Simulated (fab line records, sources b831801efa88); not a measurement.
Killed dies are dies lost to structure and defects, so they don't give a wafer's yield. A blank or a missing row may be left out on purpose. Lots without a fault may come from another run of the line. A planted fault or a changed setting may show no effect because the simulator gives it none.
Chamber matching ; flow sky130 ; SKY_VIA2_ETCH_14 on rie-diel-02 has 4 sister chambers
The step etches BARC in N2/H2, stops on SiO2, time 45.9 s, target depth 60 nm. 14 wafers are shown with their chamber, then 7 later ones without.

== WAFERS WITH THEIR CHAMBER ==
wafer;chamber;drypump-motor-current-A (A);bias-w (W);chamber-pressure-mTorr (mTorr)
L673.2;0;5.5;100.28;30.032
L673.4;2;5.9;99.69;29.985
L673.5;2;5.8;99.73;29.971
L684.2;2;5.9;100.05;30.030
L684.3;3;6.5;99.79;29.983
L684.4;0;5.5;100.03;29.968
L688.2;1;5.0;99.44;29.967
L688.4;2;5.9;99.84;29.980
L688.5;0;5.5;100.24;30.033
L691.1;3;6.6;100.06;29.995
L691.3;2;5.9;100.18;30.005
L691.4;0;5.5;99.92;29.996
L693.1;2;5.9;99.71;29.937
L693.2;0;5.5;99.78;29.997

SIGNATURES (averages over the wafers above)
reading;chamber 0;chamber 1;chamber 2;chamber 3;scatter within a chamber
drypump-motor-current-A;5.500;5.000;5.883;6.550;0.0365
bias-w;100.0500;99.4400;99.8667;99.9250;0.206
chamber-pressure-mTorr;30.00520;29.96700;29.98467;29.98900;0.0284
Rule: a wafer lies at a distance from a chamber equal to the root of the sum of squares, over the readings, of (its reading less the chamber's mean, divided by the reading's scatter). The wafer belongs to the nearest chamber; if the next one is less than 2 further off, it can't be placed. The scatter: the root of (the sum of the squares of (reading less its chamber's mean) over the shown wafers, divided by (wafers less chambers)).

== WAFERS WHOSE CHAMBER IS MISSING ==
wafer;drypump-motor-current-A (A);bias-w (W);chamber-pressure-mTorr (mTorr)
L693.6;5.9;99.84;30.005
L689.3;6.5;99.80;30.025
L689.4;5.5;100.36;29.980
L689.5;5.9;100.31;30.003
L694.2;5.5;100.30;30.018
L694.3;6.6;100.34;30.033
L694.5;5.5;100.23;30.020

== THE CHAMBER EACH PASSED THROUGH ==
wafer;from the rows above;in truth
L693.6;2;2
L689.3;3;3
L689.4;0;0
L689.5;2;2
L694.2;0;0
L694.3;3;3
L694.5;0;0
Correct placement for 7 of the 7. From these rows, 0 cannot be placed. Number placed wrongly: 0.
